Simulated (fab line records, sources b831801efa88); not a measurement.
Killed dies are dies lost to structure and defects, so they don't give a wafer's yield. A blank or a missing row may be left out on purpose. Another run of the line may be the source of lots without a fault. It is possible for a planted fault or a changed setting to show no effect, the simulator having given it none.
fab line records + flow sky130
record:
- lots: 13
- wafers: 39
- last-day: 50
route steps=708 shown NWELL@73 VT_ADJUST_HVTP@93 LDD_HVP@285 CONTACT@421
lots that met no fault: taken from a fault-free run of the same line
start-h: start of the lot's first displayed wafer, in hours after the record's first day + wait-h: how many hours have passed since the lot's step before this one + " repeats the value in the row above + L1.1+2: several wafers, shown together as one row + - no value, or no start was given + * or withheld: withheld + < > ~ a bound
route shown NAME@n: NAME is a module with steps in the file, n the number in the route of the first one + usual: average and standard deviation across the fault-free wafers + same: alike in all rows + chamber/n: place in a boat + sites: each site's reading + _std_site: how widely they spread, as a standard deviation + _edge_site: inner sites' mean taken away from outer sites' mean + radius-mm: for every site, how far away it sits from the centre of the wafer + mask NAME#n: copy n + behind: the tool/chamber that last shaped the wafer + hold: why the lot was held/for how many hours/how that ended + device: which transistor (n, p or np) failed to switch + end of line: the tests these same wafers got at the end of their route + for a step that has no rows: nothing shown but its recipe + killed: not the wafer's yield, but the dies lost to structure and defects at the first sort + map: shows each die of a wafer: x if killed, . if not, _ if none is there
set.NAME: the run value of the setting; set.NAME@STEP: its run value at that earlier step + model.NAME: the simulator's own value behind a step, which no gauge read
a sample of lots followed through the steps of the route, with each step as a table and each wafer as a row
services: when a tool's chamber went out of use (start-h, in hours from the record's first day, below 0 if earlier), for how many hours, and the reason
== steps ==
step: SKY_NWELL_EXPOSE_20
recipe:
- mask-id: NWM_COMPLEMENT
- na: 0.6
- source-shape: conventional
- sigma-outer: 0.6
- polarization: unpolarized
- target-cd-nm: 840
- dose-mj: 260
| lot.wafer  | tool             | chamber | start-h | wait-h | mask                |
|------------|------------------|---------|---------|--------|---------------------|
| L878.2+3+4 | iline-stepper-02 | 0       | 96.49   | -      | NWM_COMPLEMENT#0    |
| L879.3+4+5 | iline-stepper-02 | 0       | 99.89   | -      | NWM_COMPLEMENT#0    |
| L880.1+2+6 | iline-stepper-01 | 0       | 106.44  | -      | NWM_COMPLEMENT#0    |
| L881.1+5+6 | iline-stepper-01 | 0       | 110.22  | -      | NWM_COMPLEMENT#0    |
| L882.1+2+3 | iline-stepper-01 | 0       | 114.96  | -      | NWM_COMPLEMENT_R1#0 |
| L889.4+5+6 | iline-stepper-02 | 0       | 163.17  | -      | NWM_COMPLEMENT#0    |
| L891.2+4+5 | iline-stepper-01 | 0       | 168.66  | -      | NWM_COMPLEMENT#0    |
| L892.1+4+5 | iline-stepper-02 | 0       | 183.92  | -      | NWM_COMPLEMENT#0    |
| L893.2+5+6 | iline-stepper-02 | 0       | 196.47  | -      | NWM_COMPLEMENT#0    |
| L894.1+5+6 | iline-stepper-01 | 0       | 209.59  | -      | NWM_COMPLEMENT#0    |
| L895.1+3+5 | iline-stepper-02 | 0       | 209.97  | -      | NWM_COMPLEMENT#0    |
| L898.1+4+5 | iline-stepper-01 | 0       | 227.92  | -      | NWM_COMPLEMENT#0    |
| L901.1+2+3 | iline-stepper-01 | 0       | 236.45  | -      | NWM_COMPLEMENT#0    |
step: SKY_VT_ADJUST_HVTP_OVL_MEAS_08
usual:
- VT_ADJUST_HVTP_OVL: -1.1/1.6
| lot.wafer | tool       | chamber | start-h | wait-h | VT_ADJUST_HVTP_OVL[nm] |
|-----------|------------|---------|---------|--------|------------------------|
| L878.2    | overlay-02 | -       | 122.85  | 0.1    | -1.7                   |
| L878.3    | "          | -       | "       | "      | -2.4                   |
| L878.4    | "          | -       | "       | "      | -0.2                   |
| L879.3    | overlay-01 | -       | 126.55  | 0.1    | -1.8                   |
| L879.4    | "          | -       | "       | "      | -1.6                   |
| L879.5    | "          | -       | "       | "      | -1.3                   |
| L880.1    | overlay-01 | -       | 133.27  | 0.1    | -3.2                   |
| L880.2    | "          | -       | "       | "      | -0.4                   |
| L880.6    | "          | -       | "       | "      | -1.9                   |
| L881.1    | overlay-02 | -       | 136.77  | 0.1    | 0.4                    |
| L881.5    | "          | -       | "       | "      | -0.1                   |
| L881.6    | "          | -       | "       | "      | -1.6                   |
| L882.1    | overlay-01 | -       | 141.72  | 0.1    | 0.0                    |
| L882.2    | "          | -       | "       | "      | 0.1                    |
| L882.3    | "          | -       | "       | "      | -0.4                   |
| L889.4    | overlay-02 | -       | 195.51  | 0.1    | -0.8                   |
| L889.5    | "          | -       | "       | "      | -2.2                   |
| L889.6    | "          | -       | "       | "      | -1.0                   |
| L891.2    | overlay-01 | -       | 200.39  | 0.1    | -3.8                   |
| L891.4    | "          | -       | "       | "      | -3.3                   |
| L891.5    | "          | -       | "       | "      | -2.9                   |
| L892.1    | overlay-02 | -       | 218.57  | 0.1    | -1.8                   |
| L892.4    | "          | -       | "       | "      | -1.4                   |
| L892.5    | "          | -       | "       | "      | -2.0                   |
| L893.2    | overlay-02 | -       | 230.89  | 0.1    | -0.6                   |
| L893.5    | "          | -       | "       | "      | 0.0                    |
| L893.6    | "          | -       | "       | "      | 0.3                    |
| L894.1    | overlay-01 | -       | 244.58  | 0.1    | -3.6                   |
| L894.5    | "          | -       | "       | "      | -0.5                   |
| L894.6    | "          | -       | "       | "      | -3.6                   |
| L895.1    | overlay-01 | -       | 244.88  | 0.1    | -4.1                   |
| L895.3    | "          | -       | "       | "      | -2.9                   |
| L895.5    | "          | -       | "       | "      | -4.7                   |
| L898.1    | overlay-01 | -       | 264.17  | 0.1    | -2.2                   |
| L898.4    | "          | -       | "       | "      | -1.8                   |
| L898.5    | "          | -       | "       | "      | -1.5                   |
| L901.1    | overlay-02 | -       | 271.83  | 0.1    | -0.9                   |
| L901.2    | "          | -       | "       | "      | -0.7                   |
| L901.3    | "          | -       | "       | "      | -2.0                   |
step: SKY_LDD_HVP_OVL_MEAS_07
usual:
- LDD_HVP_OVL: 0.6/1.5
| lot.wafer | tool       | chamber | start-h | wait-h | LDD_HVP_OVL[nm] |
|-----------|------------|---------|---------|--------|-----------------|
| L878.2    | overlay-02 | -       | 488.97  | 0.1    | 1.4             |
| L878.3    | "          | -       | "       | "      | 0.9             |
| L878.4    | "          | -       | "       | "      | 1.1             |
| L879.3    | overlay-01 | -       | 496.28  | 0.1    | -0.1            |
| L879.4    | "          | -       | "       | "      | 0.8             |
| L879.5    | "          | -       | "       | "      | 0.0             |
| L880.1    | overlay-01 | -       | 506.26  | 0.1    | 0.1             |
| L880.2    | "          | -       | "       | "      | 0.8             |
| L880.6    | "          | -       | "       | "      | 1.6             |
| L881.1    | overlay-02 | -       | 510.16  | 0.1    | 2.2             |
| L881.5    | "          | -       | "       | "      | 1.1             |
| L881.6    | "          | -       | "       | "      | 2.9             |
| L882.1    | overlay-01 | -       | 516.86  | 0.1    | 1.5             |
| L882.2    | "          | -       | "       | "      | 3.5             |
| L882.3    | "          | -       | "       | "      | 1.7             |
| L889.4    | overlay-01 | -       | 602.84  | 0.1    | 0.6             |
| L889.5    | "          | -       | "       | "      | 2.5             |
| L889.6    | "          | -       | "       | "      | 1.5             |
| L891.2    | overlay-02 | -       | 609.87  | 0.1    | -0.6            |
| L891.4    | "          | -       | "       | "      | -0.8            |
| L891.5    | "          | -       | "       | "      | -2.3            |
| L892.1    | overlay-01 | -       | 629.16  | 0.1    | -0.4            |
| L892.4    | "          | -       | "       | "      | -0.8            |
| L892.5    | "          | -       | "       | "      | -1.1            |
| L893.2    | overlay-02 | -       | 653.02  | 0.1    | -2.9            |
| L893.5    | "          | -       | "       | "      | -3.0            |
| L893.6    | "          | -       | "       | "      | -0.8            |
| L894.1    | overlay-02 | -       | 665.17  | 0.1    | 1.8             |
| L894.5    | "          | -       | "       | "      | 1.4             |
| L894.6    | "          | -       | "       | "      | 0.9             |
| L895.1    | overlay-02 | -       | 665.46  | 0.1    | -1.6            |
| L895.3    | "          | -       | "       | "      | -2.3            |
| L895.5    | "          | -       | "       | "      | -2.6            |
| L898.1    | overlay-01 | -       | 686.21  | 0.1    | 1.0             |
| L898.4    | "          | -       | "       | "      | -0.7            |
| L898.5    | "          | -       | "       | "      | 0.1             |
| L901.1    | overlay-02 | -       | 701.66  | 0.1    | 1.6             |
| L901.2    | "          | -       | "       | "      | 3.6             |
| L901.3    | "          | -       | "       | "      | -1.4            |
step: SKY_CONTACT_OVL_MEAS_15
usual:
- CONTACT_OVL: -1/5.2
| lot.wafer | tool       | chamber | start-h | wait-h | CONTACT_OVL[nm] |
|-----------|------------|---------|---------|--------|-----------------|
| L878.2    | overlay-02 | -       | 726.55  | 0.1    | 3               |
| L878.3    | "          | -       | "       | "      | -2              |
| L878.4    | "          | -       | "       | "      | 6               |
| L879.3    | overlay-01 | -       | 738.30  | 0.1    | 2               |
| L879.4    | "          | -       | "       | "      | 1               |
| L879.5    | "          | -       | "       | "      | 1               |
| L880.1    | overlay-01 | -       | 744.53  | 0.1    | -3              |
| L880.2    | "          | -       | "       | "      | -4              |
| L880.6    | "          | -       | "       | "      | -2              |
| L881.1    | overlay-02 | -       | 749.33  | 0.1    | -2              |
| L881.5    | "          | -       | "       | "      | -4              |
| L881.6    | "          | -       | "       | "      | -6              |
| L882.1    | overlay-01 | -       | 756.78  | 0.1    | 1               |
| L882.2    | "          | -       | "       | "      | -7              |
| L882.3    | "          | -       | "       | "      | 1               |
| L889.4    | overlay-02 | -       | 833.01  | 0.1    | -8              |
| L889.5    | "          | -       | "       | "      | -2              |
| L889.6    | "          | -       | "       | "      | -7              |
| L891.2    | overlay-02 | -       | 834.84  | 0.1    | -2              |
| L891.4    | "          | -       | "       | "      | -8              |
| L891.5    | "          | -       | "       | "      | -2              |
| L892.1    | overlay-01 | -       | 851.58  | 0.1    | -7              |
| L892.4    | "          | -       | "       | "      | -9              |
| L892.5    | "          | -       | "       | "      | -16             |
| L893.2    | overlay-02 | -       | 874.04  | 0.1    | 4               |
| L893.5    | "          | -       | "       | "      | 5               |
| L893.6    | "          | -       | "       | "      | -2              |
| L895.1    | overlay-01 | -       | 887.04  | 0.1    | -8              |
| L895.3    | "          | -       | "       | "      | -8              |
| L895.5    | "          | -       | "       | "      | -7              |
| L894.1    | overlay-01 | -       | 887.24  | 0.1    | 1               |
| L894.5    | "          | -       | "       | "      | -7              |
| L894.6    | "          | -       | "       | "      | -2              |
| L898.1    | overlay-02 | -       | 903.13  | 0.1    | 3               |
| L898.4    | "          | -       | "       | "      | -5              |
| L898.5    | "          | -       | "       | "      | -1              |
| L901.1    | overlay-02 | -       | 931.49  | 0.1    | -3              |
| L901.2    | "          | -       | "       | "      | 1               |
| L901.3    | "          | -       | "       | "      | -3              |
== services ==
| tool             | chamber | start-h | hours | kind        |
|------------------|---------|---------|-------|-------------|
| iline-stepper-01 | 0       | 74.99   | -     | calibration |
| iline-stepper-01 | -       | 116.61  | 8.9   | pm          |
| iline-stepper-02 | -       | 125.70  | 4.4   | pm          |
| iline-stepper-02 | 0       | 134.32  | -     | calibration |
| iline-stepper-02 | -       | 158.26  | 1.7   | pm          |
| iline-stepper-01 | -       | 185.73  | 1.7   | pm          |
| iline-stepper-02 | -       | 200.25  | 0.9   | repair      |
== key ==
first-sign:
- step: SKY_NWELL_EXPOSE_20
- reading: mask
- direction: changed
effect none on later readings
met-at SKY_NWELL_EXPOSE_20
struck-lots L882
sort-left-out L882.1,L882.2,L882.3
tester-left-out L882
not-acting-at SKY_VT_ADJUST_HVTP_OVL_MEAS_08,SKY_LDD_HVP_OVL_MEAS_07,SKY_CONTACT_OVL_MEAS_15
onset-between 110.22 114.96
fault:
- kind: wrong-mask
- tool: any
- chamber: -
- onset-h: 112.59
- steps: SKY_NWELL_EXPOSE_20
- aux-copy: NWM_COMPLEMENT_R1#0
- cd-offset-nm: -168
- scope: struck-lots-only
tester-left-out: of these lots the tester's yield and bins aren't shown, on N5 and GAA mostly nor the transistor test; their killed dies are dies lost to structure and defects alone, not to doping, threshold or leakage, so they don't give the yield
sort-left-out: the simulated sort isn't trusted on such a fault, so these wafers' sort isn't shown, and their yield isn't known
